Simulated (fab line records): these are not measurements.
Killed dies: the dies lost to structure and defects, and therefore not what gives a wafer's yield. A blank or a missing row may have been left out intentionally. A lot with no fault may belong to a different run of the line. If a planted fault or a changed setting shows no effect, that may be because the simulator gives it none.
fab line records ; flow sky130
record: lots: 13; wafers: 39; last_day: 48
route steps=708 shown VIA2@521
lots untouched by any fault: they come from a run of this same line in which no faults occurred
start_h: start of the lot's first displayed wafer, in hours after the record's first day ; wait_h: hours elapsed since this lot's preceding step ; " as in the row above ; L1.1+2: a row that stands for several wafers ; - no value present, or no start provided ; * or withheld: withheld ; < > ~ a bound
route shown NAME@n: a module of which the file shows steps, and the number in the route of the first ; usual: average and standard deviation across the fault-free wafers ; same: alike in all rows ; chamber/n: place in a boat ; sites: readings site by site ; _std_site: standard deviation of those values ; _edge_site: inner sites' mean taken away from outer sites' mean ; radius_mm: for every site, how far away it sits from the centre of the wafer ; mask NAME#n: copy n ; behind: tool/chamber where the wafer was last shaped ; hold: why the lot was held/for how many hours/how that ended ; device: the transistor (n, p or np) that didn't switch ; end of line: the same wafers' tests at the end of the route ; a step with no rows: only its recipe ; killed: the dies lost at the first sort to structure and to defects; this is not the yield of the wafer ; map: per-die view of a wafer (x killed, . not killed, _ where there is no die)
set.NAME: the run value of the setting; set.NAME@STEP: its run value at that earlier step ; model.NAME: the simulator's own value behind a step, which no gauge read
route steps across a sampled set of lots; one table per step, one row per wafer
services: a tool's chamber out of use, with start hour (start_h, from the record's first day; less than 0 if before it), hours out, and reason
== steps ==
step: SKY_VIA2_ETCH_14
recipe: chemistry: N2/H2; target: BARC; ion_energy_ev: 200; source_w: 500; bias_w: 100; pressure_mtorr: 30; n2_flow_sccm: 100; h2_flow_sccm: 200; stop_on: SiO2; time_s: 45.9; target_depth_a: 600
usual: drypump_motor_current_A: 5.9/0.38; oes_product_au: 0.855/0.0049; run_length_s: 74.1/0.62; throttle_valve_pct: 13.224/0.0094
lot.wafer;tool;chamber;start_h;wait_h;drypump_motor_current_A;oes_product_au;rf_hours_counter_h;run_length_s;throttle_valve_pct
L913.1;rie_diel-02;3;835.84;0.0;5.3;0.855;13;74.4;13.218
L913.3;rie_diel-02;0;835.84;0.0;5.6;0.855;23;73.7;13.224
L913.5;rie_diel-02;0;835.84;0.0;5.7;0.857;-;73.8;13.218
L914.1;rie_diel-03;1;849.34;0.0;5.3;0.849;25;74.3;13.221
L914.3;rie_diel-03;3;849.34;0.0;5.7;0.858;17;73.8;13.213
L914.4;rie_diel-03;2;849.34;0.0;6.0;0.860;4;73.7;13.235
L916.2;rie_diel-03;3;898.21;0.0;5.7;0.850;18;74.4;13.209
L916.3;rie_diel-03;2;898.21;0.0;6.0;0.853;6;73.3;13.211
L916.5;rie_diel-03;2;898.21;0.0;6.0;0.854;-;73.5;13.215
L915.3;rie_diel-02;2;898.93;0.0;5.7;0.856;15;75.2;13.225
L915.4;rie_diel-02;0;898.93;0.0;5.6;0.862;24;73.9;13.225
L915.6;rie_diel-02;0;898.93;0.0;5.6;0.863;-;73.6;13.211
L917.2;rie_diel-03;2;899.36;0.0;6.0;0.862;6;73.2;13.226
L917.3;rie_diel-03;0;899.36;0.0;6.6;0.847;27;74.3;13.227
L917.4;rie_diel-03;0;899.36;0.0;6.6;0.854;-;74.4;13.213
L919.2;rie_diel-04;3;900.96;0.0;6.0;0.855;20;74.1;13.212
L919.4;rie_diel-04;2;900.96;0.0;6.0;0.850;1;74.9;13.233
L919.6;rie_diel-04;2;900.96;0.0;6.0;0.859;-;75.3;13.222
L920.2;rie_diel-04;0;902.24;0.0;5.8;0.855;5;74.1;13.219
L920.5;rie_diel-04;0;902.24;0.0;5.8;0.851;-;74.6;13.215
L920.6;rie_diel-04;1;902.24;0.0;5.7;0.864;-;73.2;13.212
L922.2;rie_diel-02;3;913.49;0.0;5.3;0.848;15;74.5;13.222
L922.3;rie_diel-02;0;913.49;0.0;5.6;0.859;25;73.9;13.247
L922.5;rie_diel-02;3;913.49;0.0;5.3;0.853;-;74.8;13.237
L921.3;rie_diel-04;2;916.91;0.0;6.0;0.851;1;75.7;13.211
L921.4;rie_diel-04;2;916.91;0.0;6.0;0.851;-;75.1;13.228
L921.6;rie_diel-04;0;916.91;0.0;5.8;0.856;-;74.1;13.233
L923.1;rie_diel-03;2;918.03;0.0;6.0;0.854;7;73.6;13.226
L923.2;rie_diel-03;3;918.03;0.0;5.7;0.859;19;74.2;13.227
L923.4;rie_diel-03;2;918.03;0.0;6.0;0.845;-;73.3;13.226
L924.2;rie_diel-02;1;926.58;0.0;5.4;0.859;8;74.3;13.209
L924.3;rie_diel-02;2;926.58;0.0;5.7;0.854;16;74.6;13.225
L924.4;rie_diel-02;0;926.58;0.0;5.6;0.853;25;73.8;13.219
L925.3;rie_diel-03;2;933.49;0.0;6.0;0.862;8;73.3;13.226
L925.4;rie_diel-03;3;933.49;0.0;5.7;0.856;-;73.7;13.222
L925.6;rie_diel-03;0;933.49;0.0;6.6;0.861;-;74.3;13.227
L927.1;rie_diel-03;3;947.78;0.0;5.7;0.993;21;66.3;13.224
L927.4;rie_diel-03;2;947.78;0.0;6.0;0.852;-;73.5;13.211
L927.5;rie_diel-03;0;947.78;0.0;6.6;0.853;-;74.6;13.236
step: SKY_VIA2_STRIP_16
recipe: chemistry: O2/N2; power_w: 1400; pressure_mtorr: 1500; platen_temp_c: withheld; o2_flow_sccm: 3000; n2_flow_sccm: 300; overash_fraction: 0.5
usual: drypump_motor_current_A: 5.5/0.41; o2_flow_sccm: 3000/8.9; oes_product_au: 0.399/0.0044; strip_time_to_endpoint_s: 4.058/0.021
lot.wafer;tool;chamber;start_h;wait_h;drypump_motor_current_A;o2_flow_sccm;oes_product_au;rf_hours_counter_h;strip_time_to_endpoint_s
L913.1;plasma_asher-02;1;835.94;0.0;5.8;3014;0.404;68;4.091
L913.3;plasma_asher-02;1;835.94;0.0;5.8;3010;0.392;-;4.037
L913.5;plasma_asher-02;0;835.94;0.0;5.1;3002;0.396;-;4.047
L914.1;plasma_asher-02;1;849.44;0.0;5.8;2990;0.403;69;4.059
L914.3;plasma_asher-02;1;849.44;0.0;5.8;2990;0.402;-;4.078
L914.4;plasma_asher-02;0;849.44;0.0;5.1;3011;0.394;-;4.069
L916.2;plasma_asher-02;1;898.31;0.0;5.8;3014;0.405;74;4.103
L916.3;plasma_asher-02;0;898.31;0.0;5.1;3000;0.404;-;4.100
L916.5;plasma_asher-02;1;898.31;0.0;5.7;3000;0.395;-;4.085
L915.3;plasma_asher-02;0;899.07;0.1;5.1;3008;0.394;-;4.024
L915.4;plasma_asher-02;1;899.07;0.1;5.8;2994;0.404;-;4.017
L915.6;plasma_asher-02;1;899.07;0.1;5.8;3007;0.398;-;4.067
L917.2;plasma_asher-03;1;899.46;0.0;5.8;3001;0.400;15;4.101
L917.3;plasma_asher-03;1;899.46;0.0;5.8;2992;0.404;-;4.065
L917.4;plasma_asher-03;0;899.46;0.0;5.6;3018;0.399;-;4.072
L919.2;plasma_asher-02;0;901.06;0.0;5.1;3013;0.395;74;4.020
L919.4;plasma_asher-02;1;901.06;0.0;5.8;3016;0.399;-;4.048
L919.6;plasma_asher-02;1;901.06;0.0;5.8;2999;0.400;-;4.050
L920.2;plasma_asher-01;1;902.34;0.0;6.3;2999;0.400;45;4.039
L920.5;plasma_asher-01;1;902.34;0.0;6.4;2999;0.398;-;4.047
L920.6;plasma_asher-01;0;902.34;0.0;4.9;2995;0.406;-;4.067
L922.2;plasma_asher-03;0;913.59;0.0;5.6;2981;0.406;17;4.080
L922.3;plasma_asher-03;0;913.59;0.0;5.6;2995;0.399;-;4.005
L922.5;plasma_asher-03;1;913.59;0.0;5.8;2999;0.400;-;4.077
L921.3;plasma_asher-02;0;917.05;0.1;5.1;2982;0.395;-;4.049
L921.4;plasma_asher-02;1;917.05;0.1;5.8;2977;0.403;-;4.044
L921.6;plasma_asher-02;1;917.05;0.1;5.7;2986;0.397;-;4.035
L923.1;plasma_asher-01;1;918.19;0.1;6.3;2997;0.397;47;4.052
L923.2;plasma_asher-01;0;918.19;0.1;4.9;3008;0.394;47;4.053
L923.4;plasma_asher-01;1;918.19;0.1;6.3;2976;0.399;-;4.063
L924.2;plasma_asher-03;0;926.69;0.0;5.5;3004;0.404;18;4.068
L924.3;plasma_asher-03;0;926.69;0.0;5.6;2996;0.402;-;4.095
L924.4;plasma_asher-03;1;926.69;0.0;5.8;3005;0.398;-;4.051
L925.3;plasma_asher-02;1;933.63;0.1;5.8;3002;0.395;-;4.071
L925.4;plasma_asher-02;0;933.63;0.1;5.1;2995;0.396;-;4.066
L925.6;plasma_asher-02;0;933.63;0.1;5.1;3000;0.405;-;4.068
L927.1;plasma_asher-02;0;947.89;0.0;5.1;3008;0.394;79;4.152
L927.4;plasma_asher-02;1;947.89;0.0;5.8;3003;0.397;-;4.077
L927.5;plasma_asher-02;1;947.89;0.0;5.8;3005;0.390;-;4.075
== services ==
tool;chamber;start_h;hours;kind
plasma_asher-02;-;814.99;9.5;repair
rie_diel-04;2;820.89;9.6;repair
rie_diel-04;2;837.10;-;clean
rie_diel-04;2;837.10;21.4;scheduled_down
rie_diel-04;2;837.10;21.4;vent_cycle
rie_diel-02;0;840.91;13.5;repair
plasma_asher-03;-;849.81;5.9;repair
rie_diel-03;2;849.94;5.9;repair
rie_diel-04;2;860.65;4.4;repair
rie_diel-02;-;869.87;0.5;repair
rie_diel-03;1;873.04;58.2;repair
rie_diel-02;-;886.91;0.9;repair
plasma_asher-01;-;911.79;2.8;pm
plasma_asher-02;-;912.70;3.1;repair
rie_diel-04;3;912.71;7.0;repair
rie_diel-03;0;914.45;4.4;repair
plasma_asher-03;-;916.36;0.9;repair
rie_diel-04;3;920.05;5.9;repair
rie_diel-03;1;931.25;-;clean
rie_diel-03;1;931.25;27.3;scheduled_down
rie_diel-03;1;931.25;27.3;vent_cycle
== key ==
first_sign: step: SKY_VIA2_ETCH_14; reading: oes_product_au; direction: up; sigmas: 28; usual: 0.855; struck: 0.993
effect: step: SKY_VIA2_ETCH_14; reading: run_length_s; direction: down; sigmas: 13; usual: *; struck: *
effect: step: SKY_VIA2_STRIP_16; reading: strip_time_to_endpoint_s; direction: up; sigmas: 4.4; usual: *; struck: *
met_at SKY_VIA2_ETCH_14
struck_lots L927
struck_wafers L927.1
sort_left_out L927.1
onset_between 933.49 947.78
fault: kind: process_parameter_drift; tool: rie_diel-03; chamber: -; onset_h: 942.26; steps: SKY_VIA2_ETCH_14; channel: time_s; offset: *; shape: step; end_h: 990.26; scope: struck_wafers_only; acts_in: *; stated: *
sort_left_out: the simulated sort isn't trusted on such a fault, so these wafers' sort isn't shown, and their yield isn't known
